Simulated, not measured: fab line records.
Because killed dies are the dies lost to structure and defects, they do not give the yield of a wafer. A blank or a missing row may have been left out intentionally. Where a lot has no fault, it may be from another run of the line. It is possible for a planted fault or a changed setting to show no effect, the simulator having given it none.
Matching of chambers ; flow sky130 ; rie-diel-02 running SKY_LI_CONTACT_ETCH_15: 4 sister chambers
The step etches PSG in C4F8/O2/Ar, stops on Si, target depth 600 nm. 8 wafers are shown with their chamber, then 7 later ones without.

## WAFERS, EACH WITH ITS CHAMBER
wafer;chamber;rf-fwd-power-W (W);bias-w (W)
L276.2;3;1496;1198
L277.2;1;1490;1199
L277.3;2;1490;1196
L279.2;0;1490;1198
L279.5;0;1494;1199
L279.6;3;1498;1199
L282.2;2;1491;1201
L282.3;1;1502;1195

## WAFERS WHOSE CHAMBER IS MISSING
wafer;rf-fwd-power-W (W);bias-w (W)
L282.5;1505;1196
L291.1;1488;1201
L291.5;1501;1191
L291.6;1493;1204
L296.1;1487;1201
L296.3;1488;1193
L296.5;1491;1205

## WHICH CHAMBER EACH ONE RAN IN
wafer;from the rows above;in truth
L282.5;can't be placed: 1 or 3 or 0 or 2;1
L291.1;can't be placed: 2 or 0 or 3 or 1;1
L291.5;can't be placed: 1 or 3 or 0 or 2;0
L291.6;can't be placed: 0 or 2 or 3 or 1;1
L296.1;can't be placed: 2 or 0 or 3 or 1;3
L296.3;can't be placed: 2 or 1 or 0 or 3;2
L296.5;can't be placed: 2 or 0 or 3 or 1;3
0 of 7 placed correctly. Unplaceable from these rows: 7, with the true chamber sitting among the candidates in 7. Placed wrongly: 0.
How it was worked out, from the rows above alone: a wafer's distance from a chamber is the root of the sum, over the readings, of the square of ((its reading less the chamber's mean) divided by the reading's scatter). The wafer belongs to the nearest chamber; if the next one is less than 2 further off, it can't be placed. A chamber's mean is the mean of its shown wafers. How the scatter is found: for the shown wafers, subtract from each reading the mean of its chamber, square and add these, divide the total by (wafers less chambers), then take the root.
